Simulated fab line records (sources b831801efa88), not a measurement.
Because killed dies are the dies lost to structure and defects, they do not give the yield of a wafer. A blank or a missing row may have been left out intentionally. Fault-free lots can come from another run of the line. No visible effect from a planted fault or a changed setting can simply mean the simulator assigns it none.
The tool behind it: which one? ; flow gf180mcu ; 42 wafers from 14 lots sampled at 2 of the route's 602 steps

== WHAT THE GAUGES SHOWED, per wafer ==
GF_M5_CD_MEAS_07 targets a cd of 280 nm. Usual: cdNm reads 279.8 nm (standard deviation 1.2).
lot;measured;on;cdNm (nm);flag
L574;day 26 07:04;cdSem-02;280.1 279.7 279.6;
L575;day 26 15:49;cdSem-01;279.5 278.6 278.3;
L576;day 27 00:54;cdSem-01;278.9 277.1 279.0;
L578;day 27 16:21;cdSem-02;279.5 280.5 280.3;
L579;day 28 01:53;cdSem-02;281.8 280.9 281.8;
L580;day 28 08:25;cdSem-02;280.4 280.4 280.3;
L581;day 28 23:26;cdSem-01;279.8 279.9 280.3;
L586;day 30 06:05;cdSem-02;280.0 280.9 280.3;
L589;day 30 21:37;cdSem-01;278.0 278.2 278.3;
L590;day 31 03:52;cdSem-01;279.0 278.5 278.5;
L591;day 31 11:57;cdSem-02;279.4 278.1 278.2;
L593;day 31 22:05;cdSem-02;279.3 278.9 278.3;
L594;day 32 07:12;cdSem-02;280.1 279.3 279.0;
L597;day 32 22:01;cdSem-01;279.8 280.0 279.8;

== EACH LOT AND THE TOOL THAT RAN IT (in order: tool; ch and the chambers of the sampled wafers; start) ==
lot;GF_VT_IMPLANT_CLEAN_44
L574;wetBench-02 ch 0, day 7 12:04
L575;wetBench-02 ch 2, day 7 18:21
L576;wetBench-02 ch 0, day 8 04:56
L578;wetBench-01 ch 3, day 8 15:48
L579;wetBench-04 ch 3, day 8 21:59
L580;wetBench-02 ch 0, day 9 08:48
L581;wetBench-02 ch 3, day 9 12:41
L586;wetBench-04 ch 2, day 10 20:38
L589;wetBench-04 ch 0, day 11 16:21
L590;wetBench-02 ch 3, day 12 01:24
L591;wetBench-02 ch 0, day 12 07:04
L593;wetBench-01 ch 0, day 12 20:47
L594;wetBench-01 ch 1, day 13 05:58
L597;wetBench-04 ch 1, day 13 22:53
- GF_VT_IMPLANT_CLEAN_44: cleans in SC1/SC2, time 150 s.

== AS READ BY THE TOOLS THEMSELVES (means over the sampled wafers that have a number; for cases with no such wafer, the mark the record gives instead) ==
The record holds no such reading with a usual standard deviation.

== THE ANSWER, worked out from the rows above alone ==
Rule: lot off if the mean of its wafers having a number is beyond 3 standard deviations from the usual mean. A lot without any number at a reading at which 4 lots or more have one is off too. Where the step has rows for the other lots, those lots are counted as sound. Order of review: gauges by route order, followed by the tools' own readings, for which a lot's mean as printed above is used. The first step at which some lot is off is used, and at that step the reading that is off furthest; a lot without a number counts as furthest.
No lot is off at any reading shown: from this, nothing can be told.

== WHAT WAS PUT IN BY THE SIMULATOR ==
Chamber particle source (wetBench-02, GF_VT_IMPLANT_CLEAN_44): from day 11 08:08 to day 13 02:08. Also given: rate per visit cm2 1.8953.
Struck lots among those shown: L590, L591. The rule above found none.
